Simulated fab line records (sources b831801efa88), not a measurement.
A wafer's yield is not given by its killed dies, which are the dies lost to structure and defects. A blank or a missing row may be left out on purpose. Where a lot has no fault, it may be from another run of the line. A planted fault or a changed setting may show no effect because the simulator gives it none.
fab line records -- flow gf180mcu
record lots=13, wafers=39, last-day=34
route steps=602 shown NWELL@53 MVSD@77 HV_LDD@182 V1@351
lots that met no fault: from a run of the same line without faults
start-h: start of the lot's first displayed wafer, in hours after the record's first day -- wait-h: hours since the lot's step before -- " as in the row above -- L1.1+2: a single row standing in for several wafers -- - either no value or no given start -- * or withheld: withheld -- < > ~ a bound
route shown NAME@n: NAME is a module with steps in the file, n the number in the route of the first one -- usual: the fault-free wafers' mean and standard deviation -- same: alike in all rows -- chamber/n: place in a boat -- sites: the reading at each site -- _std_site: how widely they spread, as a standard deviation -- _edge_site: outer sites' mean less inner sites' -- radius-mm: how far each site lies from the wafer's centre -- mask NAME#n: copy n -- behind: the most recent tool/chamber to have shaped the wafer -- hold: what put the lot on hold/how long, in hours/how the hold closed -- device: which transistor (n, p or np) failed to switch -- end of line: the tests these same wafers got at the end of their route -- a step without rows: its recipe alone -- killed: count of dies lost to structure and defects at first sort (not the wafer's yield) -- map: a wafer's dies, x killed, . not, _ none there
set.NAME: setting as actually run; set.NAME@STEP: the setting as run at that earlier step -- model.NAME: the simulator's own value behind a step, which no gauge read
steps of the route over a sample of lots; a table a step, a row a wafer
services: from which hour (start-h, from the record's first day; less than 0 if before it) a tool's chamber was out of use, for how many hours, and why
## steps
# step GF_NWELL_TW_MEAS_11
# usual NWELL_TW=1568/11
lot.wafer,tool,chamber,start-h,wait-h,NWELL_TW
L498.4,film-metro-01,-,54.43,0.1,1570
L498.5,film-metro-01,-,54.43,0.1,1587
L498.6,film-metro-01,-,54.43,0.1,1585
L499.3,film-metro-01,-,59.97,0.1,1589
L499.5,film-metro-01,-,59.97,0.1,1572
L499.6,film-metro-01,-,59.97,0.1,1578
L501.1,film-metro-01,-,74.79,0.1,1568
L501.2,film-metro-01,-,74.79,0.1,1574
L501.4,film-metro-01,-,74.79,0.1,1573
L502.1,film-metro-01,-,78.74,0.1,1582
L502.4,film-metro-01,-,78.74,0.1,1574
L502.6,film-metro-01,-,78.74,0.1,1576
L503.1,film-metro-01,-,87.00,0.1,1576
L503.4,film-metro-01,-,87.00,0.1,1574
L503.5,film-metro-01,-,87.00,0.1,1585
L504.2,film-metro-04,-,89.76,0.1,1553
L504.3,film-metro-04,-,89.76,0.1,1563
L504.6,film-metro-04,-,89.76,0.1,1553
L505.2,film-metro-03,-,94.16,0.1,1584
L505.4,film-metro-03,-,94.16,0.1,1576
L505.6,film-metro-03,-,94.16,0.1,1573
L506.2,film-metro-04,-,98.95,0.1,1559
L506.3,film-metro-04,-,98.95,0.1,1547
L506.6,film-metro-04,-,98.95,0.1,1553
L507.1,film-metro-01,-,105.09,0.1,1575
L507.4,film-metro-01,-,105.09,0.1,1576
L507.6,film-metro-01,-,105.09,0.1,1566
L512.1,film-metro-04,-,132.75,0.1,1548
L512.4,film-metro-04,-,132.75,0.1,1542
L512.5,film-metro-04,-,132.75,0.1,1553
L513.2,film-metro-01,-,140.46,0.1,1559
L513.3,film-metro-01,-,140.46,0.1,1574
L513.5,film-metro-01,-,140.46,0.1,1573
L517.2,film-metro-03,-,159.50,0.1,1566
L517.3,film-metro-03,-,159.50,0.1,1565
L517.4,film-metro-03,-,159.50,0.1,1569
L519.2,film-metro-03,-,175.40,0.1,1557
L519.3,film-metro-03,-,175.40,0.1,1555
L519.6,film-metro-03,-,175.40,0.1,1556
# step GF_MVSD_TW_MEAS_11
# usual MVSD_TW=1571/11
lot.wafer,tool,chamber,start-h,wait-h,MVSD_TW
L498.4,film-metro-01,-,81.83,0.1,1584
L498.5,film-metro-01,-,81.83,0.1,1586
L498.6,film-metro-01,-,81.83,0.1,1584
L499.3,film-metro-04,-,88.02,0.1,1556
L499.5,film-metro-04,-,88.02,0.1,1558
L499.6,film-metro-04,-,88.02,0.1,1564
L501.1,film-metro-03,-,103.40,0.1,1562
L501.2,film-metro-03,-,103.40,0.1,1566
L501.4,film-metro-03,-,103.40,0.1,1570
L502.1,film-metro-01,-,106.72,0.1,1572
L502.4,film-metro-01,-,106.72,0.1,1585
L502.6,film-metro-01,-,106.72,0.1,1584
L503.1,film-metro-01,-,115.35,0.1,1571
L503.4,film-metro-01,-,115.35,0.1,1573
L503.5,film-metro-01,-,115.35,0.1,1582
L504.2,film-metro-03,-,118.96,0.1,1573
L504.3,film-metro-03,-,118.96,0.1,1569
L504.6,film-metro-03,-,118.96,0.1,1571
L505.2,film-metro-03,-,123.76,0.1,1578
L505.4,film-metro-03,-,123.76,0.1,1568
L505.6,film-metro-03,-,123.76,0.1,1569
L506.2,film-metro-03,-,128.86,0.1,1584
L506.3,film-metro-03,-,128.86,0.1,1580
L506.6,film-metro-03,-,128.86,0.1,1586
L507.1,film-metro-01,-,136.00,0.1,1591
L507.4,film-metro-01,-,136.00,0.1,1585
L507.6,film-metro-01,-,136.00,0.1,1576
L512.1,film-metro-01,-,164.07,0.1,1573
L512.4,film-metro-01,-,164.07,0.1,1571
L512.5,film-metro-01,-,164.07,0.1,1568
L513.2,film-metro-01,-,172.73,0.1,1576
L513.3,film-metro-01,-,172.73,0.1,1584
L513.5,film-metro-01,-,172.73,0.1,1582
L517.2,film-metro-03,-,193.36,0.1,1566
L517.3,film-metro-03,-,193.36,0.1,1567
L517.4,film-metro-03,-,193.36,0.1,1563
L519.2,film-metro-03,-,209.76,0.1,1577
L519.3,film-metro-03,-,209.76,0.1,1566
L519.6,film-metro-03,-,209.76,0.1,1568
# step GF_HV_LDD_DEVELOP_06
# recipe develop-time-s=60, dev-temp-c=23
lot.wafer,tool,chamber,start-h,wait-h
L498.4+5+6,litho-track-04,0,215.35,0.1
L499.3+5+6,litho-track-02,0,221.16,0.1
L501.1+2+4,litho-track-01,0,243.36,0.1
L502.1+4+6,litho-track-04,0,249.78,0.1
L503.1+4+5,litho-track-01,0,256.61,0.1
L504.2+3+6,litho-track-04,0,261.85,0.1
L505.2+4+6,litho-track-04,0,267.90,0.1
L506.2+3+6,litho-track-01,0,276.48,0.1
L507.1+4+6,litho-track-01,0,284.96,0.1
L512.1+4+5,litho-track-04,0,319.18,0.1
L513.2+3+5,litho-track-02,0,327.43,0.1
L517.2+3+4,litho-track-02,0,355.98,0.1
L519.2+3+6,litho-track-01,0,377.33,0.1
# step GF_HV_LDD_CD_MEAS_07
# recipe target-cd-nm=400
# usual cd-nm=400.1/2.5
lot.wafer,tool,chamber,start-h,wait-h,cd-nm
L498.4,cd-sem-02,-,215.49,0.1,400.3
L498.5,cd-sem-02,-,215.49,0.1,400.2
L498.6,cd-sem-02,-,215.49,0.1,399.8
L499.3,cd-sem-01,-,221.30,0.1,398.3
L499.5,cd-sem-01,-,221.30,0.1,397.6
L499.6,cd-sem-01,-,221.30,0.1,397.6
L501.1,cd-sem-02,-,243.51,0.1,400.5
L501.2,cd-sem-02,-,243.51,0.1,401.0
L501.4,cd-sem-02,-,243.51,0.1,398.4
L502.1,cd-sem-01,-,249.93,0.1,401.0
L502.4,cd-sem-01,-,249.93,0.1,400.5
L502.6,cd-sem-01,-,249.93,0.1,399.3
L503.1,cd-sem-01,-,256.76,0.1,399.0
L503.4,cd-sem-01,-,256.76,0.1,397.3
L503.5,cd-sem-01,-,256.76,0.1,400.2
L504.2,cd-sem-02,-,262.00,0.1,400.3
L504.3,cd-sem-02,-,262.00,0.1,400.9
L504.6,cd-sem-02,-,262.00,0.1,399.8
L505.2,cd-sem-02,-,268.05,0.1,399.7
L505.4,cd-sem-02,-,268.05,0.1,398.6
L505.6,cd-sem-02,-,268.05,0.1,399.7
L506.2,cd-sem-02,-,276.63,0.1,400.1
L506.3,cd-sem-02,-,276.63,0.1,396.6
L506.6,cd-sem-02,-,276.63,0.1,399.7
L507.1,cd-sem-02,-,285.11,0.1,401.2
L507.4,cd-sem-02,-,285.11,0.1,399.1
L507.6,cd-sem-02,-,285.11,0.1,399.4
L512.1,cd-sem-01,-,319.33,0.1,400.4
L512.4,cd-sem-01,-,319.33,0.1,380.4
L512.5,cd-sem-01,-,319.33,0.1,381.0
L513.2,cd-sem-01,-,327.57,0.1,398.1
L513.3,cd-sem-01,-,327.57,0.1,399.4
L513.5,cd-sem-01,-,327.57,0.1,398.0
L517.2,cd-sem-01,-,356.12,0.1,404.1
L517.3,cd-sem-01,-,356.12,0.1,404.9
L517.4,cd-sem-01,-,356.12,0.1,405.1
L519.2,cd-sem-01,-,377.48,0.1,400.6
L519.3,cd-sem-01,-,377.48,0.1,399.1
L519.6,cd-sem-01,-,377.48,0.1,399.2
# step GF_V1_ETCH_16
# recipe chemistry=N2/H2, target-depth-a=withheld, overetch-a=withheld, time-s=withheld, target=BARC, ion-energy-ev=200, source-w=500, bias-w=100, pressure-mtorr=30, n2-flow-sccm=100, h2-flow-sccm=200
# usual drypump-motor-current-A=5.8/0.3, n2-flow-sccm=100.0/0.3, oes-product-au=0.855/0.0049, throttle-valve-pct=13.224/0.0094
lot.wafer,tool,chamber,start-h,wait-h,drypump-motor-current-A,n2-flow-sccm,oes-product-au,throttle-valve-pct
L498.4,rie-diel-02,0,410.23,0.0,6.1,99.7,0.858,13.227
L498.5,rie-diel-02,0,410.23,0.0,6.1,100.1,0.857,13.235
L498.6,rie-diel-02,1,410.23,0.0,5.4,99.7,0.856,13.228
L499.3,rie-diel-04,3,416.12,0.0,5.4,100.0,0.853,13.213
L499.5,rie-diel-04,1,416.12,0.0,5.7,99.8,0.845,13.227
L499.6,rie-diel-04,0,416.12,0.0,6.1,99.4,0.854,13.207
L501.1,rie-diel-02,0,446.62,0.0,6.1,99.9,0.851,13.204
L501.2,rie-diel-02,2,446.62,0.0,5.8,100.2,0.858,13.219
L501.4,rie-diel-02,3,446.62,0.0,6.0,99.9,0.860,13.212
L502.1,rie-diel-04,0,454.42,0.0,6.1,99.7,0.844,13.229
L502.4,rie-diel-04,2,454.42,0.0,5.5,99.9,0.853,13.235
L502.6,rie-diel-04,0,454.42,0.0,6.1,100.0,0.858,13.215
L503.1,rie-diel-04,3,462.26,0.0,5.4,99.8,0.851,13.210
L503.4,rie-diel-04,0,462.26,0.0,6.1,99.6,0.849,13.229
L503.5,rie-diel-04,1,462.26,0.0,5.7,100.1,0.846,13.224
L504.2,rie-diel-04,3,468.13,0.0,5.4,99.7,0.856,13.206
L504.3,rie-diel-04,2,468.13,0.0,5.5,100.2,0.843,13.234
L504.6,rie-diel-04,0,468.13,0.0,6.1,99.9,0.859,13.234
L505.2,rie-diel-03,0,476.86,0.0,5.4,99.8,0.859,13.225
L505.4,rie-diel-03,3,476.86,0.0,6.1,99.9,0.851,13.226
L505.6,rie-diel-03,2,476.86,0.0,5.9,99.4,0.864,13.215
L506.2,rie-diel-03,0,488.46,0.0,5.3,99.7,0.856,13.196
L506.3,rie-diel-03,3,488.46,0.0,6.1,100.0,0.853,13.221
L506.6,rie-diel-03,0,488.46,0.0,5.3,99.9,0.850,13.225
L507.1,rie-diel-04,0,497.26,0.0,6.1,99.9,0.850,13.222
L507.4,rie-diel-04,1,497.26,0.0,5.7,99.8,0.850,13.228
L507.6,rie-diel-04,0,497.26,0.0,6.1,100.0,0.851,13.223
L512.1,rie-diel-04,2,536.66,0.0,5.5,100.1,0.853,13.214
L512.4,rie-diel-04,0,536.66,0.0,6.1,100.7,0.852,13.226
L512.5,rie-diel-04,2,536.66,0.0,5.5,100.0,0.851,13.223
L513.2,rie-diel-04,2,545.31,0.0,5.5,100.2,0.859,13.232
L513.3,rie-diel-04,1,545.31,0.0,5.7,99.7,0.851,13.225
L513.5,rie-diel-04,3,545.31,0.0,5.4,100.1,0.865,13.214
L517.2,rie-diel-02,2,574.31,0.0,5.9,99.9,0.863,13.232
L517.3,rie-diel-02,1,574.31,0.0,5.3,99.6,0.854,13.233
L517.4,rie-diel-02,0,574.31,0.0,6.1,100.0,0.862,13.212
L519.2,rie-diel-02,1,594.06,0.0,5.4,99.8,0.855,13.243
L519.3,rie-diel-02,2,594.06,0.0,5.9,99.8,0.851,13.228
L519.6,rie-diel-02,0,594.06,0.0,6.1,99.8,0.862,13.229
## services
tool,chamber,start-h,hours,kind
rie-diel-02,-,234.54,0.4,repair
rie-diel-02,1,241.05,10.7,repair
rie-diel-03,-,248.74,4.3,pm
rie-diel-03,-,278.98,0.7,repair
rie-diel-03,1,279.62,13.8,repair
rie-diel-04,0,291.87,-,clean
rie-diel-04,0,291.87,14.1,scheduled-down
rie-diel-04,0,291.87,14.1,vent-cycle
rie-diel-02,-,309.17,10.0,pm
rie-diel-04,2,320.31,11.8,repair
rie-diel-04,-,349.27,2.8,pm
rie-diel-02,1,379.23,14.7,repair
rie-diel-02,-,394.18,2.4,repair
rie-diel-03,-,401.81,1.2,repair
rie-diel-04,2,422.11,4.2,repair
rie-diel-04,3,429.56,4.3,repair
rie-diel-03,-,443.33,0.9,repair
rie-diel-03,1,463.27,8.2,repair
rie-diel-04,3,480.08,-,clean
rie-diel-04,3,480.08,18.7,scheduled-down
rie-diel-04,3,480.08,18.7,vent-cycle
rie-diel-02,3,542.28,8.0,repair
rie-diel-04,-,572.93,14.6,pm
rie-diel-03,-,588.79,14.6,pm
## key
first-sign step=GF_HV_LDD_CD_MEAS_07, reading=cd-nm, direction=down, sigmas=7.7, usual=400.1, struck=380.7
effect none on later readings
met-at GF_HV_LDD_DEVELOP_06
struck-lots L512
struck-wafers L512.4,L512.5
tester-left-out L512
not-acting-at GF_NWELL_TW_MEAS_11,GF_MVSD_TW_MEAS_11,GF_V1_ETCH_16
onset-between 267.90 319.18
fault kind=process-parameter-drift, tool=litho-track-04, chamber=-, onset-h=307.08, steps=GF_HV_LDD_DEVELOP_06, channel=develop-time-s, offset=*, shape=step, end-h=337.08, scope=struck-wafers-only, acts-in=*, stated=*
# tester-left-out: of these lots the tester's yield and bins aren't shown, on N5 and GAA mostly nor the transistor test; their killed dies are dies lost to structure and defects alone, not to doping, threshold or leakage, so they don't give the yield
